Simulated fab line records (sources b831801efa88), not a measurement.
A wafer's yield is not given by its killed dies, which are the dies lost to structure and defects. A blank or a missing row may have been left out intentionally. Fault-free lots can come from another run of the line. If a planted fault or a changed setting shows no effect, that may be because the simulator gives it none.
Matching of chambers -- flow gf180mcu -- 4 sister chambers for GF_HV_LDD_ETCHBACK_58 on rie-diel-04
The step etches Si3N4 in CH3F/O2, stops on SiO2, time 100 s, target depth 90 nm. 8 wafers are shown with their chamber, then 7 later ones without.

## EACH WAFER AND ITS CHAMBER
wafer,chamber,oes-product-au (a.u.),throttle-valve-pct (%)
L811.1,2,0.843,10.570
L815.1,0,0.841,10.571
L815.3,3,0.852,10.560
L817.1,3,0.849,10.563
L817.3,1,0.832,10.558
L817.6,0,0.831,10.578
L824.1,2,0.834,10.566
L824.4,1,0.836,10.560

## WAFERS MISSING THEIR CHAMBER
wafer,oes-product-au (a.u.),throttle-valve-pct (%)
L824.5,0.826,10.560
L828.1,0.845,10.560
L828.5,0.849,10.570
L828.6,0.841,10.571
L829.2,0.845,10.551
L829.3,0.835,10.571
L829.4,0.854,10.561

## CHAMBER TAKEN BY EACH
wafer,from the rows above,in truth
L824.5,can't be placed: 1 or 2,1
L828.1,can't be placed: 3 or 1 or 2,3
L828.5,can't be placed: 2 or 3 or 0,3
L828.6,can't be placed: 2 or 0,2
L829.2,can't be placed: 1 or 3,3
L829.3,can't be placed: 0 or 2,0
L829.4,3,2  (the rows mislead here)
0 of 7 placed correctly. Can't be placed from these rows: 6 (the true chamber is among the candidates in 6). Placed wrongly: 1.
How it was worked out, from the rows above alone: a wafer's distance from a chamber is the root of the sum, over the readings, of the square of ((its reading less the chamber's mean) divided by the reading's scatter). If the next closest chamber is less than 2 further off than the closest, the wafer can't be placed; otherwise it belongs to the closest. For every chamber, the mean is computed from those of its wafers that are shown. The scatter: take each reading less its chamber's mean, square it, sum over the shown wafers, divide by the number of wafers less the number of chambers, and take the root.
